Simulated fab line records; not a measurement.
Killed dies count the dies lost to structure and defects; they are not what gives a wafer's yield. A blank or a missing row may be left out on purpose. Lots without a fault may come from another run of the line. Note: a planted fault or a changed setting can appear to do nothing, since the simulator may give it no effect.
Matching of chambers || flow gf180mcu || rie diel-03 running GF_M5_ETCH_09: 3 sister chambers
The step etches Si3N4 in CF4/O2, target depth 52 nm, time 11.6 s. 18 wafers are shown with their chamber, then 5 later ones without.

## WAFERS PAIRED WITH THEIR CHAMBERS
{"wafer": "L074.1", "chamber": 2, "drypump motor current A (A)": 5.8, "throttle valve pct (%)": 5.976, "oes product au (a.u.)": 1.009}
{"wafer": "L074.4", "chamber": 1, "drypump motor current A (A)": 5.7, "throttle valve pct (%)": 5.968, "oes product au (a.u.)": 0.989}
{"wafer": "L074.6", "chamber": 2, "drypump motor current A (A)": 5.8, "throttle valve pct (%)": 5.982, "oes product au (a.u.)": 0.992}
{"wafer": "L082.1", "chamber": 2, "drypump motor current A (A)": 5.9, "throttle valve pct (%)": 5.971, "oes product au (a.u.)": 0.996}
{"wafer": "L082.3", "chamber": 0, "drypump motor current A (A)": 5.8, "throttle valve pct (%)": 5.977, "oes product au (a.u.)": 0.992}
{"wafer": "L082.5", "chamber": 0, "drypump motor current A (A)": 5.8, "throttle valve pct (%)": 5.970, "oes product au (a.u.)": 0.983}
{"wafer": "L083.1", "chamber": 0, "drypump motor current A (A)": 5.7, "throttle valve pct (%)": 5.954, "oes product au (a.u.)": 0.985}
{"wafer": "L083.2", "chamber": 2, "drypump motor current A (A)": 5.8, "throttle valve pct (%)": 5.980, "oes product au (a.u.)": 0.992}
{"wafer": "L083.4", "chamber": 2, "drypump motor current A (A)": 5.8, "throttle valve pct (%)": 5.972, "oes product au (a.u.)": 0.993}
{"wafer": "L086.2", "chamber": 2, "drypump motor current A (A)": 5.9, "throttle valve pct (%)": 5.962, "oes product au (a.u.)": 1.002}
{"wafer": "L086.3", "chamber": 0, "drypump motor current A (A)": 5.7, "throttle valve pct (%)": 5.962, "oes product au (a.u.)": 1.002}
{"wafer": "L086.6", "chamber": 2, "drypump motor current A (A)": 5.8, "throttle valve pct (%)": 5.974, "oes product au (a.u.)": 0.996}
{"wafer": "L087.2", "chamber": 1, "drypump motor current A (A)": 5.7, "throttle valve pct (%)": 5.968, "oes product au (a.u.)": 1.000}
{"wafer": "L087.3", "chamber": 2, "drypump motor current A (A)": 5.8, "throttle valve pct (%)": 5.970, "oes product au (a.u.)": 1.000}
{"wafer": "L087.6", "chamber": 2, "drypump motor current A (A)": 5.9, "throttle valve pct (%)": 5.969, "oes product au (a.u.)": 1.004}
{"wafer": "L093.1", "chamber": 2, "drypump motor current A (A)": 5.8, "throttle valve pct (%)": 5.974, "oes product au (a.u.)": 0.992}
{"wafer": "L093.2", "chamber": 1, "drypump motor current A (A)": 5.7, "throttle valve pct (%)": 5.973, "oes product au (a.u.)": 0.996}
{"wafer": "L093.3", "chamber": 0, "drypump motor current A (A)": 5.7, "throttle valve pct (%)": 5.970, "oes product au (a.u.)": 1.003}

SIGNATURES (means of the wafers above)
{"reading": "drypump motor current A", "chamber 0": 5.740, "chamber 1": 5.700, "chamber 2": 5.830, "scatter within a chamber": 0.0469}
{"reading": "throttle valve pct", "chamber 0": 5.96660, "chamber 1": 5.96967, "chamber 2": 5.97300, "scatter within a chamber": 0.00643}
{"reading": "oes product au", "chamber 0": 0.99300, "chamber 1": 0.99500, "chamber 2": 0.99760, "scatter within a chamber": 0.00695}
Rule: distance of a wafer from a chamber = root of the sum over the readings of ((wafer's reading minus chamber's mean) / reading's scatter) squared. If the next closest chamber is less than 2 further off than the closest, the wafer can't be placed; otherwise it belongs to the closest. The scatter is the square root of a quotient: the sum, over the shown wafers, of each reading's squared deviation from its chamber's mean, divided by wafers minus chambers.

## WAFERS MISSING THEIR CHAMBER
{"wafer": "L093.5", "drypump motor current A (A)": 5.6, "throttle valve pct (%)": 5.963, "oes product au (a.u.)": 1.000}
{"wafer": "L093.6", "drypump motor current A (A)": 5.8, "throttle valve pct (%)": 5.987, "oes product au (a.u.)": 1.007}
{"wafer": "L095.3", "drypump motor current A (A)": 5.9, "throttle valve pct (%)": 5.973, "oes product au (a.u.)": 0.996}
{"wafer": "L095.6", "drypump motor current A (A)": 5.8, "throttle valve pct (%)": 5.975, "oes product au (a.u.)": 0.992}
{"wafer": "L097.4", "drypump motor current A (A)": 5.8, "throttle valve pct (%)": 5.970, "oes product au (a.u.)": 0.972}

## CHAMBER TAKEN BY EACH
{"wafer": "L093.5", "from the rows above": "can't be placed: 1 or 0", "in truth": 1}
{"wafer": "L093.6", "from the rows above": "can't be placed: 2 or 1 or 0", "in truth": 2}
{"wafer": "L095.3", "from the rows above": 2, "in truth": 2}
{"wafer": "L095.6", "from the rows above": "can't be placed: 2 or 0 or 1", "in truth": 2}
{"wafer": "L097.4", "from the rows above": "can't be placed: 0 or 2 or 1", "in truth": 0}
Correct placement for 1 of the 5. These rows do not allow placing 4 (true chamber among the candidates in 4). Placed wrongly: 0.
